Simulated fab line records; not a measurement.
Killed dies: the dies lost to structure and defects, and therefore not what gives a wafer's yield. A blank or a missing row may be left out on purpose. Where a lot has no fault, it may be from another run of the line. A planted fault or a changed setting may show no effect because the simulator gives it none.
What tool caused it? | flow gf180mcu | 14 lots with 42 wafers sampled at 3 steps, on a route of 602 steps

WHAT THE GAUGES READ, wafer by wafer
GF_V2_OVL_MEAS_15.
lot  | measured     | on         | V2_OVL (nm)
L692 | day 20 12:08 | overlay-02 | 1 5 -3
L694 | day 21 11:37 | overlay-02 | -5 -4 -5
L696 | day 22 05:01 | overlay-02 | 9 3 17
L697 | day 22 15:48 | overlay-01 | 10 14 9
L698 | day 22 18:02 | overlay-02 | 4 -6 1
L700 | day 23 20:07 | overlay-01 | 3 3 -3
L705 | day 25 05:58 | overlay-01 | 1 11 12
L706 | day 25 17:52 | overlay-02 | 3 14 9
L707 | day 25 23:46 | overlay-02 | 4 0 -1
L709 | day 26 14:29 | overlay-02 | -2 -7 -10
L710 | day 26 17:49 | overlay-01 | -9 -4 -11
L711 | day 27 07:41 | overlay-02 | -2 -7 -1
L713 | day 27 16:10 | overlay-01 | -3 4 9
L714 | day 28 03:26 | overlay-01 | 3 9 5

GF_M3_CD_MEAS_14 targets a cd of 280 nm.
lot  | measured     | on        | cd nm (nm)
L692 | day 21 13:24 | cd sem-01 | 279.3 279.6 279.4
L694 | day 22 12:37 | cd sem-01 | 279.9 280.4 280.2
L696 | day 23 05:04 | cd sem-01 | 281.0 281.4 281.6
L697 | day 23 16:11 | cd sem-02 | 279.3 280.3 279.0
L698 | day 23 18:43 | cd sem-01 | 279.6 277.9 279.0
L700 | day 24 19:40 | cd sem-02 | 278.2 278.7 278.1
L705 | day 26 04:20 | cd sem-01 | 281.5 280.9 281.2
L706 | day 26 16:25 | cd sem-01 | 280.2 280.2 279.2
L707 | day 26 22:02 | cd sem-01 | 278.4 278.0 278.8
L709 | day 27 12:47 | cd sem-01 | 279.2 280.0 280.2
L710 | day 27 15:56 | cd sem-02 | 280.5 280.9 280.8
L711 | day 28 05:19 | cd sem-01 | 278.8 278.5 278.9
L713 | day 28 14:12 | cd sem-02 | 280.6 280.7 280.0
L714 | day 29 00:34 | cd sem-01 | 279.9 280.3 280.8

WHAT TOOL EACH LOT RAN ON (gives the tool, then ch and the chambers of the sampled wafers, and finally the start)
lot  | GF_M3_SPUTTER_01
L692 | pvd sputter-04, day 20 13:37
L694 | pvd sputter-04, day 21 13:06
L696 | pvd sputter-01, day 22 06:31
L697 | pvd sputter-04, day 22 17:16
L698 | pvd sputter-03, day 22 19:52
L700 | pvd sputter-04, day 23 21:36
L705 | pvd sputter-04, day 25 07:31
L706 | pvd sputter-03, day 25 19:22
L707 | pvd sputter-01, day 26 01:15
L709 | pvd sputter-03, day 26 15:59
L710 | pvd sputter-03, day 26 19:19
L711 | pvd sputter-01, day 27 09:10
L713 | pvd sputter-01, day 27 17:40
L714 | pvd sputter-04, day 28 05:07
- GF_M3_SPUTTER_01: material TiN, target thk 30 nm, time 25 s.

AS READ BY THE TOOLS THEMSELVES (means over the sampled wafers that have a number; for cases with no such wafer, the mark the record gives instead)
GF_M3_SPUTTER_01.
lot  | tool           | throttle valve pct (%)
L692 | pvd sputter-04 | 29.4
L694 | pvd sputter-04 | 29.2
L696 | pvd sputter-01 | 30.2
L697 | pvd sputter-04 | 29.6
L698 | pvd sputter-03 | 29.6
L700 | pvd sputter-04 | 29.8
L705 | pvd sputter-04 | 29.4
L706 | pvd sputter-03 | 29.7
L707 | pvd sputter-01 | 29.3
L709 | pvd sputter-03 | 29.3
L710 | pvd sputter-03 | 30.0
L711 | pvd sputter-01 | 29.8
L713 | pvd sputter-01 | 29.6
L714 | pvd sputter-04 | 29.5

THE ANSWER, worked out from the rows above alone
Rule: what is usual is taken from the lots themselves. The widest of any qualifying gaps counts: lots, ordered by their means at a reading, are off when they make up no more than a third of the lots, leave a main group of 4 or more, and stand apart from it by 3 or more times the standard deviation of that group's means. A main group is skipped when, at the precision printed for the reading in the tables above, its means are all equal. Also off: a lot with no number at a reading for which 4 or more lots have one. Any other lot the step has rows for is counted as sound. Order of review: gauges by route order, followed by the tools' own readings, for which a lot's mean as printed above is used. At the first step where some lot is off, the reading lying furthest off is the one used; lots without a number count as furthest.
None of the lots is off at any reading shown; this tells nothing.

WHAT THE SIMULATOR HAD PUT IN
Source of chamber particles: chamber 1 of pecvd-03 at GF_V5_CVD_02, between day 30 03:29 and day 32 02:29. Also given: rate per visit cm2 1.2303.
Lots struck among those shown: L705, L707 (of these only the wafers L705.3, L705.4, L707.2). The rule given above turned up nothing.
